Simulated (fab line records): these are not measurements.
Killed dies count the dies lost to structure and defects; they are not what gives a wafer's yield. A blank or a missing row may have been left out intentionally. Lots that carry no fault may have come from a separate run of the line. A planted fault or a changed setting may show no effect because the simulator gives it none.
Comparing a struck lot with a sound one -- flow sky130 -- 17 steps out of a route of 708
Sound: the wafers L755.3, L755.5, L755.6. Wafers L760.2, L760.3, L760.4 were the ones struck. Last of all comes the cause.
Order at every step that has rows: each side's tool, ch and its chambers, its first start. Under that, the readings that differ: sound wafers -- struck wafers -- difference of the means -- sigmas: that difference in standard deviations of wafers without a fault.
alike: same words and numbers on both sides, and readings whose means sit less than 2 such deviations apart. not compared: any withheld reading, any reading some wafer has no value for, any bound like >300 that may hide the same value, and any number with overlapping values for which the record gives no deviation.
The two part at a step that has a row with sigmas, a row that says differs or no value, or rows on one side only. Non-overlapping numbers with no deviation appear without sigmas and do not part them. A reading that every wafer of one side lacks parts them only if that side has two wafers or more.

first, 1 step without rows for these wafers: SKY_LDD_N_IMPLANT_15.
SKY_LDD_N_STRIP_16: strips in O2/N2.
  sound on plasmaAsher-01 ch 0,1, day 19 23:18; struck on plasmaAsher-01 ch 0,1, day 21 19:28
reading,sound,struck,difference,sigmas
n2FlowSccm (sccm),301.3 301.4 301.4,299.2 296.9 300.3,-2.6,-3
  alike: drypumpMotorCurrentA, oesProductAu, stripTimeToEndpointS
  not compared: rfHoursCounterH
SKY_LDD_N_TW_MEAS_17:
  sound: filmMetro-01 at day 19 23:23; struck: filmMetro-03 at day 21 19:35
  alike: LDD_N_TW
then, 7 steps without rows for these wafers: SKY_LDD_P_DEHYDRATE_00 (time 60 s); SKY_LDD_P_HMDS_01 (prime time 60 s); SKY_LDD_P_COAT_02 (resist thk 1140 nm); SKY_LDD_P_SOFTBAKE_03 (time 60 s); SKY_LDD_P_EXPOSE_04 (exposes mask PSDM, target cd 380 nm); SKY_LDD_P_PEB_05; SKY_LDD_P_DEVELOP_06 (develop time 57.27 s).
SKY_LDD_P_CD_MEAS_07: the cd target is 380 nm.
  sound: cdSem-02 at day 21 05:48; struck: cdSem-01 at day 23 02:23
  alike: cdNm
SKY_LDD_P_OVL_MEAS_08:
  sound: overlay-01 at day 21 05:54; struck: overlay-01 at day 23 02:29
  alike: LDD_P_OVL
SKY_LDD_P_IMPLANT_09:
  sound on implanter-04 ch 0, day 21 05:58; struck on implanter-02 ch 0, day 23 03:02
  alike: doseIonsCm2
SKY_LDD_P_STRIP_10: strips in O2/N2.
  sound on plasmaAsher-03 ch 0,1, day 21 06:06; struck on plasmaAsher-02 ch 0,1, day 23 03:11
  alike: drypumpMotorCurrentA, n2FlowSccm, oesProductAu, stripTimeToEndpointS
  not compared: rfHoursCounterH
SKY_LDD_P_TW_MEAS_11:
  sound: filmMetro-03 at day 21 06:11; struck: filmMetro-04 at day 23 03:24
reading,sound,struck,difference,sigmas
LDD_P_TW,631 631 633,785 783 781,+151,+31
then, 1 step without rows for these wafers: SKY_LDD_HVN_DEHYDRATE_00 (time 60 s).
-- a jump in the record: the struck wafers' starts before and after are 25 days apart (it breaks off in module LDD_HVN and resumes in module PAD_OPEN, where the first step shown is number 708 of the route) --
SKY_PAD_OPEN_PROBE_99:
  sound: prober-01 at day 47 03:35; struck: prober-02 at day 48 13:01
reading,sound,struck,difference,sigmas
model.etest.tipP.rsOhmSq,6730 6795 6686,3924 3959 3948,-2793,
model.etest.pfet_01v8_lvt.driveUaUm,180.9 175.5 175.2,186.3 185.8 187.3,+9.3,
  alike: killed_at_M0_to_M3, killed_at_M4_up, killedAtContacts, killedAtFrontEnd, killedAtOther, killedDies, killedOpen, killedShort
  not compared: model.etest.pfet_01v8.rOnOhmUm, model.etest.tipP.rsOhmSqRange, model.etest.pfet_01v8.driveUaUm, model.etest.pfet_01v8_hvt.driveUaUm, model.etest.sramPfetLatch.driveUaUm, model.etest.pfet_01v8_mvt.driveUaUm

## WHERE THEY PART
Earliest at SKY_LDD_N_STRIP_16; latest, in this record, at SKY_LDD_P_TW_MEAS_11. Later steps at which nothing parts them and some readings are alike: SKY_PAD_OPEN_PROBE_99.

WHY: the cause the simulator had injected
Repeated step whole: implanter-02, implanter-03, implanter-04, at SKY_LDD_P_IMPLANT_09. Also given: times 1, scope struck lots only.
